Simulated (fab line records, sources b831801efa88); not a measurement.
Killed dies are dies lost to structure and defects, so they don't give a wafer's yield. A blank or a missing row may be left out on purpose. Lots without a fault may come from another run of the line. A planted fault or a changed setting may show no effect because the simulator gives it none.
fab line records | flow sky130
record lots=6 wafers=18 last_day=51
route steps=708 shown VIA3@575 PAD_OPEN@708
lots that met no fault: from a run of the same line without faults
start_h: hours from the record's first day to the start of the lot's first wafer shown | wait_h: hours since the lot's step before | " the same as in the row above | L1.1+2: a row that stands for several wafers | - no value, or no start given | * or withheld: withheld | < > ~ a bound
route shown NAME@n: a module of which the file shows steps, and the number in the route of the first | usual: mean/standard deviation of fault-free wafers | same: alike in all rows | chamber/n: place in a boat | sites: the reading at each site | _std_site: their standard deviation | _edge_site: outer sites' mean less inner sites' | radius_mm: how far each site lies from the wafer's centre | mask NAME#n: copy n | behind: the tool/chamber that last shaped the wafer | hold: why the lot was held/for how many hours/how that ended | device: the transistor (n, p or np) that didn't switch | end of line: the same wafers' tests at the end of the route | a step without rows: its recipe alone | killed: dies lost to structure and defects at the first sort, not the wafer's yield | map: a wafer's dies, x killed, . not, _ none there
set.NAME: the setting as run; set.NAME@STEP: as run at that earlier step | model.NAME: the simulator's own value behind a step, which no gauge read
lots at some steps of the route; a table a step, a row a wafer
services: from which hour (start_h, from the record's first day; less than 0 if before it) a tool's chamber was out of use, for how many hours, and why
## steps
# step SKY_VIA3_CMP_02
# recipe material=SiO2 down_force_psi=4 platen_rpm=60 pad_velocity_m_s=0.94248
# usual motor_current_A=12.5/0.82
# columns lot.wafer tool chamber start_h wait_h motor_current_A
L446.2 cmp-02 1 911.19 0.1 14.4
L446.4 " 2 " " 12.4
L446.5 " 3 " " 12.7
L449.2 cmp-02 0 928.12 0.1 12.4
L449.4 " 1 " " 13.9
L449.6 " 2 " " 12.5
L451.2 cmp-01 3 967.58 1.0 12.8
L451.1 " 0 " " 11.1
L451.4 " 2 " " 13.2
L461.4 cmp-02 0 1017.20 0.2 13.0
L461.5 " 1 " " 13.4
L461.6 " 2 " " 12.8
L462.2 cmp-02 1 1022.24 0.5 14.4
L462.4 " 2 " " 13.0
L462.5 " 3 " " 11.6
L468.4 cmp-02 1 1084.09 0.1 13.6
L468.1 " 2 " " 13.2
L468.6 " 1 " " 13.3
# step SKY_VIA3_BOW_MEAS_03
# recipe mode=bow
# usual VIA3_BOW=80/8.3
# columns lot.wafer tool chamber start_h wait_h VIA3_BOW[um]
L446.2 film_metro-04 - 911.41 0.2 87
L446.4 " - " " 71
L446.5 " - " " 79
L449.2 film_metro-03 - 928.34 0.2 85
L449.4 " - " " 80
L449.6 " - " " 67
L451.1 film_metro-02 - 967.89 0.2 82
L451.2 " - " " 90
L451.4 " - " " 83
L461.4 film_metro-04 - 1017.41 0.2 79
L461.5 " - " " 78
L461.6 " - " " 79
L462.2 film_metro-02 - 1022.46 0.2 91
L462.4 " - " " 97
L462.5 " - " " 96
L468.1 film_metro-04 - 1084.34 0.1 76
L468.4 " - " " 66
L468.6 " - " " 74
# step SKY_VIA3_DEHYDRATE_04
# recipe temp_c=200 time_s=60
# step SKY_VIA3_HMDS_05
# recipe prime_time_s=60 prime_temp_c=120
# step SKY_VIA3_COAT_06
# recipe resist=BARC temp_c=withheld time_s=withheld spin_rpm=3000 resist_thk_nm=60
# step SKY_VIA3_COAT_07
# recipe resist=KrF-thick spin_rpm=3000 resist_thk_nm=450
# step SKY_VIA3_SOFTBAKE_08
# recipe temp_c=100 time_s=90 resist=KrF-thick
# step SKY_VIA3_EXPOSE_09
# recipe mask_id=VIM3 na=0.8 source_shape=annular sigma_inner=0.55 sigma_outer=0.85 target_cd_nm=200 dose_mj=38
# step SKY_VIA3_PEB_10
# recipe peb_temp_c=withheld peb_time_s=withheld resist=KrF-thick
# step SKY_VIA3_DEVELOP_11
# recipe develop_time_s=60 resist=KrF-thick dev_temp_c=21
# step SKY_VIA3_CD_MEAS_12
# recipe target_cd_nm=200
# usual cd_nm=200.0/1.3
# columns lot.wafer tool chamber start_h wait_h cd_nm
L446.2 cd_sem-02 - 935.60 - 201.3
L446.4 " - " " 200.2
L446.5 " - " " 202.2
L449.2 cd_sem-02 - 952.63 - 198.5
L449.4 " - " " 199.4
L449.6 " - " " 198.7
L451.1 cd_sem-01 - 990.51 - 198.3
L451.2 " - " " 198.4
L451.4 " - " " 199.9
L461.4 cd_sem-01 - 1040.34 - 200.9
L461.5 " - " " 200.8
L461.6 " - " " 201.0
L462.2 cd_sem-02 - 1045.48 - 199.8
L462.4 " - " " 200.5
L462.5 " - " " 199.4
L468.1 cd_sem-01 - 1104.31 - 200.3
L468.4 " - " " 198.5
L468.6 " - " " 199.4
# step SKY_VIA3_OVL_MEAS_13
# usual VIA3_OVL=3/6
# columns lot.wafer tool chamber start_h wait_h VIA3_OVL[nm]
L446.2 overlay-01 - 935.70 0.1 7
L446.4 " - " " 7
L446.5 " - " " 7
L449.2 overlay-01 - 952.73 0.1 4
L449.4 " - " " 1
L449.6 " - " " 8
L451.1 overlay-02 - 990.63 0.1 3
L451.2 " - " " -1
L451.4 " - " " 0
L461.4 overlay-01 - 1040.41 0.1 11
L461.5 " - " " 1
L461.6 " - " " -2
L462.2 overlay-01 - 1045.58 0.1 1
L462.4 " - " " -4
L462.5 " - " " -11
L468.1 overlay-02 - 1104.43 0.1 0
L468.4 " - " " 3
L468.6 " - " " 4
# step SKY_VIA3_ETCH_14
# recipe chemistry=N2/H2 target=BARC ion_energy_ev=200 source_w=500 bias_w=100 pressure_mtorr=30 n2_flow_sccm=100 h2_flow_sccm=200 stop_on=SiO2 time_s=45.9 target_depth_a=600
# usual chamber_pressure_mTorr=29.997/0.028 drypump_motor_current_A=5.7/0.33 oes_product_au=0.855/0.0049 rf_fwd_power_W=494.8/1.9 throttle_valve_pct=13.225/0.0086
# columns lot.wafer tool chamber start_h wait_h chamber_pressure_mTorr drypump_motor_current_A oes_product_au rf_fwd_power_W rf_hours_counter_h throttle_valve_pct
L446.2 rie_diel-03 3 935.73 0.0 29.996 5.7 0.858 496.1 22 13.222
L446.4 " 2 " " 30.082 6.0 0.853 491.9 23 13.222
L446.5 " 2 " " 30.011 6.0 0.862 492.3 - 13.214
L449.2 rie_diel-03 3 952.76 0.0 30.010 5.8 0.862 498.0 22 13.232
L449.4 " 0 " " 30.021 5.5 0.864 491.4 - 13.229
L449.6 " 3 " " 29.981 5.8 0.859 494.9 - 13.212
L451.1 rie_diel-01 3 990.66 0.0 29.997 5.0 0.848 496.3 6 13.213
L451.2 " 0 " " 30.011 5.8 0.857 494.4 9 13.230
L451.4 " 2 " " 29.959 5.9 0.860 494.1 19 13.240
L461.4 rie_diel-03 1 1040.43 0.0 23.975 5.8 0.856 494.0 14 13.217
L461.5 " 3 " " 24.052 5.7 0.854 497.4 - 13.231
L461.6 " 2 " " 24.000 5.9 0.852 496.4 - 13.230
L462.2 rie_diel-03 2 1045.61 0.0 23.992 6.0 0.848 494.3 26 13.225
L462.4 " 0 " " 23.978 5.5 0.847 490.7 19 13.225
L462.5 " 1 " " 23.992 5.9 0.857 497.4 - 13.228
L468.1 rie_diel-03 1 1104.46 0.0 30.011 5.8 0.861 492.7 16 13.218
L468.4 " 2 " " 30.038 6.0 0.853 494.1 29 13.216
L468.6 " 1 " " 30.050 5.9 0.852 497.8 - 13.224
# step SKY_VIA3_ETCH_15
# recipe target=SiO2 chemistry=C4F8/O2/Ar target_depth_nm=507 stop_on=TiN mask_material=KrF-thick source_w=1500 bias_w=1200 pressure_mtorr=40 c4f8_flow_sccm=withheld O2_flow_sccm=6 Ar_flow_sccm=300 time_s=78
# usual chamber_pressure_mTorr=40.00/0.036 oes_product_au=0.946/0.0047 rf_fwd_power_W=1489/5.6
# columns lot.wafer tool chamber start_h wait_h chamber_pressure_mTorr oes_product_au rf_fwd_power_W rf_hours_counter_h
L446.2 rie_diel-03 3 935.77 0.0 40.06 0.951 1483 22
L446.4 " 2 " " 40.05 0.940 1476 23
L446.5 " 2 " " 40.03 0.936 1478 -
L449.2 rie_diel-03 3 952.81 0.0 39.99 0.945 1493 22
L449.4 " 0 " " 40.01 0.942 1491 -
L449.6 " 3 " " 40.04 0.944 1489 -
L451.1 rie_diel-01 3 990.70 0.0 40.04 0.945 1493 6
L451.2 " 0 " " 39.92 0.949 1489 9
L451.4 " 2 " " 39.93 0.949 1492 19
L461.4 rie_diel-03 1 1040.47 0.0 39.97 0.950 1494 14
L461.5 " 3 " " 40.00 0.936 1487 -
L461.6 " 2 " " 40.00 0.943 1474 -
L462.2 rie_diel-03 2 1045.66 0.0 40.05 0.939 1480 26
L462.4 " 0 " " 40.00 0.946 1488 20
L462.5 " 1 " " 39.97 0.949 1490 -
L468.1 rie_diel-03 1 1104.51 0.0 39.94 0.940 1491 17
L468.4 " 2 " " 40.04 0.945 1480 29
L468.6 " 1 " " 40.06 0.944 1487 -
# step SKY_PAD_OPEN_PROBE_99
# usual defect_limited_yield=82.2/2 killed_at_M0_to_M3=43/6.4 killed_at_M4_up=3.2/1.8 killed_at_contacts=25/5.8 killed_at_front_end=16/4.1 killed_at_other=0.2/0.47 killed_dies=88/9.9 killed_on_rim=17/4.1 killed_open=47/7.3 killed_short=40/7.1 sort_bin_3_pad_short=0.9/0.41 sort_bin_5_function=10.6/1.6 sort_bin_6_memory=6.3/1.2 sort_n_pass=404/9.9 sort_yield_pct=82.2/2
# same gross_dies=492 killed_at_back_side=0 sort_bin_4_leakage[%]=0 sort_bin_8_speed[%]=0
# columns lot.wafer tool chamber start_h wait_h defect_limited_yield[%] killed_at_M0_to_M3 killed_at_M4_up killed_at_contacts killed_at_front_end killed_at_other killed_dies killed_on_rim killed_open killed_short sort_bin_3_pad_short[%] sort_bin_5_function[%] sort_bin_6_memory[%] sort_n_pass sort_yield_pct[%]
L446.2 prober-02 - 1076.96 0.1 80.3 50 5 25 17 0 97 27 50 47 0.2 11.6 7.9 395 80.3
L446.4 prober-02 - 1077.06 0.2 80.3 46 1 34 15 1 97 19 55 41 0.8 11.2 7.7 395 80.3
L446.5 prober-02 - 1077.11 0.2 83.7 43 3 23 11 0 80 14 48 32 0.8 10.2 5.3 412 83.7
L449.2 prober-01 - 1091.96 0.1 81.7 47 4 24 15 0 90 22 50 40 1.2 10.8 6.3 402 81.7
L449.4 prober-01 - 1092.06 0.2 78.3 54 2 24 26 1 107 20 60 47 0.6 14.0 7.1 385 78.3
L449.6 prober-01 - 1092.16 0.2 83.5 48 4 18 11 0 81 12 47 34 0.6 8.9 6.9 411 83.5
L451.1 prober-01 - 1127.18 0.1 82.7 38 4 28 15 0 85 10 50 35 1.2 8.9 7.1 407 82.7
L451.2 prober-01 - 1127.23 0.1 80.5 57 2 25 12 0 96 25 47 49 1.0 11.4 7.1 396 80.5
L451.4 prober-01 - 1127.33 0.2 81.9 44 2 34 9 0 89 15 47 42 0.8 11.0 6.3 403 81.9
L461.4 prober-01 - 1168.46 0.2 83.3 40 5 19 16 2 82 15 46 36 0.6 10.4 5.7 410 83.3
L461.5 prober-01 - 1168.51 0.2 81.9 46 3 23 17 0 89 12 45 43 1.0 8.7 8.3 403 81.9
L461.6 prober-01 - 1168.56 0.2 82.7 39 1 28 15 2 85 23 39 44 0.6 9.1 7.5 407 82.7
L462.2 prober-02 - 1174.03 0.1 82.5 45 0 25 16 0 86 19 48 35 0.6 11.8 5.1 406 82.5
L462.4 prober-02 - 1174.13 0.2 79.9 41 2 33 23 0 99 18 56 43 0.8 12.6 6.7 393 79.9
L462.5 prober-02 - 1174.18 0.2 81.9 37 6 26 20 0 89 17 51 38 1.2 11.2 5.7 403 81.9
L468.1 prober-02 - 1214.47 0.1 79.5 54 8 25 14 0 101 23 55 46 1.0 11.8 7.7 391 79.5
L468.4 prober-02 - 1214.62 0.2 80.3 47 6 32 12 0 97 18 48 49 1.0 12.0 6.7 395 80.3
L468.6 prober-02 - 1214.72 0.2 81.5 43 4 25 19 0 91 16 39 52 1.6 9.8 7.1 401 81.5
# killed by level:class
L446.2 VIA1:geometric_particle:open=13 METAL2:geometric_particle:short=8 VIA2:geometric_particle:short=7 LI_CONTACT:geometric_particle:open=7 CONTACT:geometric_particle:open=7 FIELD_ISO:geometric_particle:open=5 CONTACT:geometric_particle:short=5 FIELD_ISO:geometric_particle:short=4
L446.4 CONTACT:geometric_particle:open=12 VIA2:geometric_particle:open=11 LI_CONTACT:geometric_particle:open=8 VIA1:geometric_particle:open=8 CONTACT:geometric_particle:short=6 VIA3:geometric_particle:open=6 FIELD_ISO:geometric_particle:open=5 FIELD_ISO:geometric_particle:short=5
L446.5 CONTACT:geometric_particle:open=12 VIA1:geometric_particle:open=12 VIA2:geometric_particle:open=7 VIA1:geometric_particle:short=6 METAL2:geometric_particle:short=6 LI_CONTACT:geometric_particle:open=5 FIELD_ISO:geometric_particle:short=3 POLY_GATE:geometric_particle:short=3
L449.2 VIA2:geometric_particle:open=11 CONTACT:geometric_particle:open=10 VIA3:geometric_particle:open=9 METAL2:geometric_particle:short=8 VIA1:geometric_particle:open=6 LI_CONTACT:geometric_particle:short=5 FIELD_ISO:geometric_particle:short=4 LI_CONTACT:geometric_particle:open=4
L449.4 VIA1:geometric_particle:open=11 VIA3:geometric_particle:open=10 CONTACT:geometric_particle:open=9 POLY_GATE:geometric_particle:short=8 METAL1:geometric_particle:short=8 FIELD_ISO:geometric_particle:open=7 LI_CONTACT:geometric_particle:open=6 VIA3:geometric_particle:short=6
L449.6 VIA1:geometric_particle:open=10 LI_CONTACT:geometric_particle:open=8 VIA3:geometric_particle:open=8 METAL1:geometric_particle:short=7 METAL2:geometric_particle:short=7 CONTACT:geometric_particle:open=6 POLY_CUT:geometric_particle:open=4 POLY_GATE:geometric_particle:open=3
L451.1 VIA1:geometric_particle:open=10 LI_CONTACT:geometric_particle:open=8 CONTACT:geometric_particle:open=8 CONTACT:geometric_particle:short=6 POLY_GATE:geometric_particle:open=5 METAL1:geometric_particle:short=4 METAL2:geometric_particle:short=4 VIA2:geometric_particle:open=4
L451.2 VIA1:geometric_particle:open=9 VIA1:geometric_particle:short=9 LI_CONTACT:geometric_particle:open=8 CONTACT:geometric_particle:open=6 VIA2:geometric_particle:open=6 VIA3:geometric_particle:open=6 VIA3:geometric_particle:short=5 LOCAL_INTERCONNECT:geometric_particle:short=5
L451.4 CONTACT:geometric_particle:open=12 VIA1:geometric_particle:open=11 LOCAL_INTERCONNECT:geometric_particle:short=9 METAL2:geometric_particle:short=8 LI_CONTACT:geometric_particle:open=7 VIA2:geometric_particle:open=6 CONTACT:geometric_particle:short=4 VIA1:geometric_particle:short=4
L461.4 VIA1:geometric_particle:open=10 CONTACT:geometric_particle:open=7 VIA1:geometric_particle:short=6 POLY_GATE:geometric_particle:open=5 LI_CONTACT:geometric_particle:open=5 VIA3:geometric_particle:open=5 POLY_GATE:geometric_particle:short=4 VIA2:geometric_particle:open=4
L461.5 VIA1:geometric_particle:open=14 CONTACT:geometric_particle:open=8 FIELD_ISO:geometric_particle:open=6 VIA1:geometric_particle:short=6 CONTACT:geometric_particle:short=5 METAL1:geometric_particle:short=5 METAL2:geometric_particle:short=5 METAL3:geometric_particle:short=5
L461.6 VIA1:geometric_particle:open=9 LOCAL_INTERCONNECT:geometric_particle:short=7 LI_CONTACT:geometric_particle:open=6 CONTACT:geometric_particle:open=6 VIA1:geometric_particle:short=6 POLY_GATE:geometric_particle:short=5 CONTACT:geometric_particle:short=5 VIA3:geometric_particle:open=5
L462.2 CONTACT:geometric_particle:open=13 VIA1:geometric_particle:open=11 POLY_GATE:geometric_particle:open=5 METAL1:geometric_particle:short=5 LI_CONTACT:geometric_particle:open=5 VIA1:geometric_particle:short=5 VIA2:geometric_particle:open=5 VIA2:geometric_particle:short=5
L462.4 VIA1:geometric_particle:open=16 CONTACT:geometric_particle:open=12 LI_CONTACT:geometric_particle:open=8 VIA1:geometric_particle:short=6 CONTACT:geometric_particle:short=5 METAL1:geometric_particle:short=5 VIA3:geometric_particle:open=5 FIELD_ISO:geometric_particle:short=4
L462.5 VIA1:geometric_particle:open=12 CONTACT:geometric_particle:open=10 LI_CONTACT:geometric_particle:open=9 FIELD_ISO:geometric_particle:short=8 METAL1:geometric_particle:short=5 VIA3:geometric_particle:open=5 METAL4:geometric_particle:short=5 VIA2:geometric_particle:open=4
L468.1 VIA1:geometric_particle:open=14 CONTACT:geometric_particle:open=9 CONTACT:geometric_particle:short=6 METAL1:geometric_particle:short=6 VIA2:geometric_particle:open=6 VIA3:geometric_particle:open=5 VIA1:geometric_particle:short=5 VIA3:geometric_particle:short=5
L468.4 VIA1:geometric_particle:open=10 LI_CONTACT:geometric_particle:open=9 VIA2:geometric_particle:open=7 CONTACT:geometric_particle:open=7 CONTACT:geometric_particle:short=7 VIA1:geometric_particle:short=7 VIA3:geometric_particle:open=7 LI_CONTACT:geometric_particle:short=6
L468.6 VIA1:geometric_particle:open=11 VIA1:geometric_particle:short=9 LI_CONTACT:geometric_particle:open=9 METAL1:geometric_particle:short=8 FIELD_ISO:geometric_particle:short=7 POLY_GATE:geometric_particle:short=6 LOCAL_INTERCONNECT:geometric_particle:short=5 CONTACT:geometric_particle:open=5
## services
# columns tool chamber start_h hours kind
cmp-01 - 887.88 0.3 repair
cmp-02 - 904.71 3.9 repair
rie_diel-01 3 909.17 4.0 repair
rie_diel-01 1 909.17 10.2 repair
cmp-02 - 915.93 4.0 pm
cmp-02 - 919.93 - consumable_replace:conditioner
cmp-02 - 919.93 - consumable_replace:pad
rie_diel-01 2 928.47 21.4 repair
rie_diel-03 1 943.21 11.6 repair
rie_diel-01 0 956.22 1.7 repair
cmp-01 - 974.27 2.0 repair
rie_diel-01 - 991.63 7.1 repair
cmp-02 - 1011.21 2.0 repair
cmp-02 - 1011.47 1.0 repair
cmp-01 - 1016.61 4.9 repair
rie_diel-01 - 1019.54 2.4 repair
cmp-01 - 1048.42 0.9 repair
rie_diel-03 0 1048.52 3.8 repair
rie_diel-03 0 1085.31 4.1 repair
cmp-01 - 1091.23 4.0 pm
cmp-01 - 1095.23 - consumable_replace:conditioner
cmp-01 - 1095.23 - consumable_replace:pad
## key
first_sign step=SKY_VIA3_ETCH_14 reading=chamber_pressure_mTorr direction=down sigmas=99+ usual=29.997 struck=23.998
effect none on later readings
met_at SKY_VIA3_ETCH_14
struck_wafers L461.4,L461.5,L461.6,L462.2,L462.4,L462.5
onset_between 952.76 1040.43
fault kind=process_parameter_drift tool=rie_diel-03 chamber=- onset_h=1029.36 steps=SKY_VIA3_ETCH_14 channel=pressure_mtorr offset=-6 shape=step end_h=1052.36 acts_in=these_recipes_only stated=30
